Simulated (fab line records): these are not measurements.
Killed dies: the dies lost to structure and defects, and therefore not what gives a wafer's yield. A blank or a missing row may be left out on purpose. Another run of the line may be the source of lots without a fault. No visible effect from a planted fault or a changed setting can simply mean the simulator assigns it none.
Which tool is to blame? | flow sfq line | 13 lots, 39 wafers sampled, at 4 steps of a route of 325

WHAT THE GAUGES READ, wafer by wafer
SFQ_M0_OVL_MEAS_906. Usual: M0_OVL typically reads -3 nm, with standard deviation 4.8.
lot  | measured     | on         | M0_OVL (nm) | flag
L555 | day 12 01:58 | overlay-01 | -1 -5 -3    |
L556 | day 12 13:57 | overlay-02 | 1 -7 0      |
L557 | day 13 00:02 | overlay-02 | -11 -3 -14  |
L558 | day 13 06:02 | overlay-01 | -3 -6 4     |
L559 | day 14 04:02 | overlay-01 | -9 -3 -10   |
L560 | day 14 19:46 | overlay-02 | -3 6 2      |
L562 | day 15 12:33 | overlay-02 | -5 4 -5     |
L567 | day 17 01:00 | overlay-01 | -7 -1 -3    |
L568 | day 17 07:01 | overlay-01 | -3 -2 -9    |
L569 | day 17 17:56 | overlay-01 | -3 -2 -4    |
L570 | day 17 23:56 | overlay-02 | -1 0 1      |
L577 | day 21 09:49 | overlay-02 | -4 1 -3     |
L578 | day 21 21:50 | overlay-01 | 3 -8 3      |

SFQ_I6_OVL_MEAS_942. Usual: I6_OVL typically reads -4 nm, with standard deviation 5.7.
lot  | measured     | on         | I6_OVL (nm) | flag
L555 | day 65 12:07 | overlay-01 | -6 -1 -6    |
L556 | day 67 08:31 | overlay-02 | -6 1 -1     |
L557 | day 71 03:45 | overlay-02 | 0 -3 0      |
L558 | day 71 04:58 | overlay-02 | -14 -24 -13 |
L559 | day 73 03:45 | overlay-02 | 3 1 0       |
L560 | day 73 13:22 | overlay-02 | -3 -1 0     |
L562 | day 73 19:21 | overlay-02 | 2 6 6       |
L567 | day 74 10:57 | overlay-02 | 0 -10 -1    |
L568 | day 74 12:17 | overlay-02 | 0 -2 -3     |
L569 | day 74 13:22 | overlay-02 | -8 -11 -5   |
L570 | day 74 14:34 | overlay-02 | -4 -1 -7    |
L577 | day 75 09:45 | overlay-01 | -6 -10 -7   |
L578 | day 75 12:10 | overlay-01 | 0 -8 -9     |

TOOL THAT RAN EACH LOT (tool first, then ch and the chambers of the sampled wafers, then the start)
lot  | SFQ_TRILAYER_M1_STRIP_STRIP_043   | SFQ_TRILAYER_M4_LITHO_EXPOSE_094
L555 | rie metal-04 ch 0,1, day 18 15:44 | krf scanner-01 ch 0, day 44 23:18
L556 | rie metal-02 ch 1, day 18 21:52   | krf scanner-01 ch 0, day 45 05:06
L557 | rie metal-02 ch 0,1, day 19 05:04 | krf scanner-01 ch 0, day 45 09:54
L558 | rie metal-02 ch 0,1, day 19 15:52 | krf scanner-01 ch 0, day 45 23:18
L559 | rie metal-02 ch 0,1, day 21 07:39 | krf scanner-01 ch 0, day 47 19:30
L560 | rie metal-04 ch 0, day 21 13:39   | krf scanner-02 ch 0, day 48 00:39
L562 | rie metal-02 ch 1, day 22 04:14   | krf scanner-02 ch 0, day 48 06:27
L567 | rie metal-02 ch 0,1, day 24 04:05 | krf scanner-02 ch 0, day 55 13:41
L568 | rie metal-01 ch 0,1, day 24 12:41 | krf scanner-02 ch 0, day 55 17:41
L569 | rie metal-02 ch 1, day 24 22:09   | krf scanner-02 ch 0, day 55 18:41
L570 | rie metal-02 ch 0,1, day 25 05:49 | krf scanner-02 ch 0, day 56 10:29
L577 | rie metal-02 ch 1, day 34 23:56   | krf scanner-02 ch 0, day 58 02:01
L578 | rie metal-02 ch 1, day 35 12:17   | krf scanner-02 ch 0, day 59 02:25
- SFQ_TRILAYER_M1_STRIP_STRIP_043: strips in O2.
- SFQ_TRILAYER_M4_LITHO_EXPOSE_094: exposes mask M4, target cd 500 nm.

AS READ BY THE TOOLS THEMSELVES (means over the sampled wafers that have a number; for cases with no such wafer, the mark the record gives instead)
SFQ_TRILAYER_M1_STRIP_STRIP_043. Usual: drypump motor current A 6.0 A, standard deviation 0.57; oes product au 1.001 a.u., standard deviation 0.0079.
lot  | tool         | drypump motor current A (A) | oes product au (a.u.) | flag
L555 | rie metal-04 | 5.3                         | 0.997                 |
L556 | rie metal-02 | 6.3                         | 0.990                 |
L557 | rie metal-02 | 6.4                         | 0.995                 |
L558 | rie metal-02 | 6.5                         | 0.994                 |
L559 | rie metal-02 | 6.5                         | 0.996                 |
L560 | rie metal-04 | 5.7                         | 0.996                 |
L562 | rie metal-02 | 6.3                         | 0.998                 |
L567 | rie metal-02 | 6.4                         | 1.008                 |
L568 | rie metal-01 | 5.6                         | 1.003                 |
L569 | rie metal-02 | 6.3                         | 1.011                 |
L570 | rie metal-02 | 6.5                         | 1.000                 |
L577 | rie metal-02 | 6.3                         | 0.997                 |
L578 | rie metal-02 | 6.3                         | 0.993                 |

SFQ_TRILAYER_M4_LITHO_EXPOSE_094. Usual: 14.397 for exposure dose mJ cm2, sd 0.014.
lot  | tool           | exposure dose mJ cm2 | flag
L555 | krf scanner-01 | 14.390               |
L556 | krf scanner-01 | 14.385               |
L557 | krf scanner-01 | 18.832               | OFF
L558 | krf scanner-01 | 18.834               | OFF
L559 | krf scanner-01 | 18.823               | OFF
L560 | krf scanner-02 | 14.406               |
L562 | krf scanner-02 | 14.391               |
L567 | krf scanner-02 | 14.399               |
L568 | krf scanner-02 | 14.401               |
L569 | krf scanner-02 | 14.391               |
L570 | krf scanner-02 | 14.410               |
L577 | krf scanner-02 | 14.393               |
L578 | krf scanner-02 | 14.405               |

THE ANSWER, worked out from the rows above alone
Rule: a lot counts as off when the mean over its wafers that have a number is more than 3 standard deviations away from the usual mean. A lot without any number at a reading at which 4 lots or more have one is off too. All remaining lots with rows at the step are treated as sound. Order of review: gauges by route order, followed by the tools' own readings, for which a lot's mean as printed above is used. The first step at which some lot is off is used, and at that step the reading that is off furthest; a lot without a number counts as furthest.
Off: L557, L558, L559, at SFQ_TRILAYER_M4_LITHO_EXPOSE_094 (exposure dose mJ cm2).
If a tool, at that step or one of the process steps before it, ran each lot that is off and ran no sound lot following the first of them, it fits. One fits: krf scanner-01 at SFQ_TRILAYER_M4_LITHO_EXPOSE_094. Its last sound lot is L556 (day 45 05:06), its first lot that is off L557 (day 45 09:54): a fault that began between those two fits.
On the lots that are off, the tool's own readings at SFQ_TRILAYER_M4_LITHO_EXPOSE_094 differ by more than 5 times the standard deviation of the sound lots' means, which bears it out; exposure dose mJ cm2 reads 18.830 there versus 14.397 on the sound lots.

WHAT THE SIMULATOR PUT IN
Drift in process parameters on krf scanner-01 at SFQ_TRILAYER_M4_LITHO_EXPOSE_094, starting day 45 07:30. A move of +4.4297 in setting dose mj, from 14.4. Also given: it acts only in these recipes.
Shown lots that were struck: L557, L558, L559. The same result came from the rule above.
